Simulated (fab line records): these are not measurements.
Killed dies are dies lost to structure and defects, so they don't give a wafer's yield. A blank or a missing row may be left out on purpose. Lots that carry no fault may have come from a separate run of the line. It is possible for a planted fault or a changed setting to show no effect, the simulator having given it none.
8D (eight disciplines) problem report, filled in by code	flow gf180mcu	the parts of the form that need people (team, actions taken, sign-off) are left out

1. PROBLEM STATEMENT
A mean of 414.7 nm is read at GF_HV_LDD_CD_MEAS_07 for cdNm, taken on 1 wafer of 1 lot, against 400.5 nm (standard deviation 2.1) on wafers free of any fault. That puts it +6.8 standard deviations away from the usual mean.
The step: target cd 400 nm.
The first sign was on wafer L714.3 at day 14 15:15, on cdSem-01. The record holds 38 wafers of 13 lots with a number at this step. By rule, "out" or "out of limits" means more than 4 standard deviations away from the usual mean. Any other wafer with a number is counted as sound.

2. WHAT IT IS; WHAT IT IS NOT
question	is	is not
which readings at this step	cdNm	-
which lots	L714	L699, L700, L701, L703, L704, L705, L706, L707, L708, L719, L720, L722
which wafers of those lots	L714.3	L714.6
read on which gauges	cdSem-01	cdSem-02
when	from day 14 15:15	up to then (28 sound wafers); but 9 sound wafers of L719, L720, L722 came after

3. WHAT RULES OUT EACH SUSPECT
Counting: any tool at a process step up to the reading remains a suspect provided it ran every lot that is out. Sound lots after the first of them don't rule it out here, since some wafers of a struck lot are sound.
- the gauge at GF_HV_LDD_CD_MEAS_07: kept. All the wafers that are out were read on cdSem-01, and no step on other tools shows them out.
- rtpAnneal-02 at GF_VT_IMPLANT_RTA_45 (time 30 s): kept. It ran the lot that is out, L714 (day 11 21:05); its last sound lot up to then is L707 (day 9 22:02).
- rieDiel-03 at GF_POLY_GATE_ETCH_12 (etches BARC in N2/H2): kept. It ran the lot that is out, L714 (day 13 17:14); its last sound lot up to then is L701 (day 9 19:23).
- lithoTrack-03 at GF_HV_LDD_DEVELOP_06 (develop time 60 s): kept. It ran the lot that is out, L714 (day 14 15:07); its last sound lot up to then is L705 (day 11 18:04).
- Within rieDiel-03 at GF_POLY_GATE_ETCH_12, the wafers that are out were processed in chamber 1 and their sound lot-mates in chamber 0.
Left after counting: rtpAnneal-02 at GF_VT_IMPLANT_RTA_45, rieDiel-03 at GF_POLY_GATE_ETCH_12, lithoTrack-03 at GF_HV_LDD_DEVELOP_06, cdSem-01 at GF_HV_LDD_CD_MEAS_07.

4. THE CAUSE (what the simulator had put in)
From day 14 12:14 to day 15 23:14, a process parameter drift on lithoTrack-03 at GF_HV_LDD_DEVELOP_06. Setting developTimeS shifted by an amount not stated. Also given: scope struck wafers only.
This tool is one of the 4 suspects left after counting.

5. SEQUENCE OF EFFECTS, ordered by route
One row per reading whose mean, taken over the struck wafers that have a number, lies over 3 standard deviations from the usual. Scope: only readings with a usual standard deviation given in the record; hours: median across lots of the time from each lot's start at the first step in this table that gives one to its start at this step; sigmas: change in usual standard deviations.
hours	step	reading	usual	on struck wafers	change	sigmas
0	GF_HV_LDD_CD_MEAS_07	cdNm	400.5 nm	414.7	+14.2	+6.8
At these later measuring or inspecting steps, every struck wafer for which the step has a row has a number for every such reading, and none has moved that far: GF_HV_LDD_OVL_MEAS_32.

6. WHAT WOULD HAVE CAUGHT IT SOONER
The first out-of-limits reading at a measuring or inspecting step in this record came at day 14 15:15, 3 hours after the fault's start at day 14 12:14.
Tool readings at GF_HV_LDD_DEVELOP_06 with a usual standard deviation given in the record: none out on any struck wafer, hence no alarm at a limit of 4 standard deviations on them.
Each of the lots that are out, 1 in all, had begun GF_HV_LDD_DEVELOP_06 on lithoTrack-03 no later than day 14 15:15. Tool hold at that time: it would have spared none of them.
